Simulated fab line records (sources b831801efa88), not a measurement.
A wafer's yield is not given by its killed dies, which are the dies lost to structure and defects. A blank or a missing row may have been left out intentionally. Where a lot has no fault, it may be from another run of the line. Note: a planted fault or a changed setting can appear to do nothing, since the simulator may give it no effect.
2 desks, one fault | flow gf180mcu | numbers are kept per desk, each desk with only its own; the story behind them comes last

FOR THE TOOL OWNER'S DESK: implanter-04
The tool's own readings at GF_NWELL_IMPLANT_09, given as means over the sampled wafers that have a number, one for each lot that went through this tool. The brackets show how far a lot's mean lies from the usual mean; more than 4 standard deviations puts the lot out of limits, marked OUT.
Columns: A = beam_on_s at GF_NWELL_IMPLANT_09, usual 9.99 s; B = faraday_current_uA at GF_NWELL_IMPLANT_09, usual 22.6
lot  | first seen here | A                | B
L105 | day 5 16:21     | 9.90             | 22.8
L109 | day 6 12:42     | 10.05            | 22.4
L115 | day 7 21:32     | 11.35 (+6.5) OUT | 19.9 (-5.9) OUT
L117 | day 8 10:01     | 11.49 (+7.1) OUT | 19.6 (-6.4) OUT
This desk's verdict: out of limits on L115, L117, starting with L115 at day 7 21:32 (beam_on_s at GF_NWELL_IMPLANT_09). Within limits: L105, L109.

METROLOGY DESK
What the gauges read for every lot (on any tool): the sampled wafers with a number, averaged. The brackets show how far a lot's mean lies from the usual mean; more than 4 standard deviations puts the lot out of limits, marked OUT.
Columns: A = NWELL_RS at GF_VT_IMPLANT_RS_MEAS_47, usual 487.7 ohm/sq
lot  | first seen here | A
L998 | day 8 09:28     | 488.1
L100 | day 9 01:49     | 488.4
L102 | day 9 13:36     | 488.9
L104 | day 10 04:10    | 489.1
L105 | day 10 10:40    | 487.9
L106 | day 10 16:19    | 486.4
L109 | day 11 11:22    | 487.6
L114 | day 12 19:54    | 487.7
L115 | day 13 02:33    | 473.5 (-11) OUT
L116 | day 13 12:19    | 486.8
L117 | day 13 21:15    | 476.7 (-8.5) OUT
L118 | day 14 05:07    | 488.2
This desk finds L115, L117 out of limits, with the earliest case on L115 at day 13 02:33 (NWELL_RS at GF_VT_IMPLANT_RS_MEAS_47). Within limits: L998, L100, L102, L104, L105, L106, L109, L114, L116, L118.

PUT TOGETHER
The tool owner's desk had the chance to raise an alarm at day 7 21:32 on L115, L117.
On L115, L117, the metrology desk was in a position to raise an alarm at day 13 02:33.
Every lot named ran GF_NWELL_IMPLANT_09 on implanter-04.

WHAT THE SIMULATOR HAD PUT IN
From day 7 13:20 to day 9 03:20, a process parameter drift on implanter-04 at GF_NWELL_IMPLANT_09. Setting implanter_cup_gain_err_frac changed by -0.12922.
Struck lots among those shown: L115, L117.
Time in hours from fault onset to the first out-of-limits reading at each desk: tool owner's desk 8, metrology desk 133.
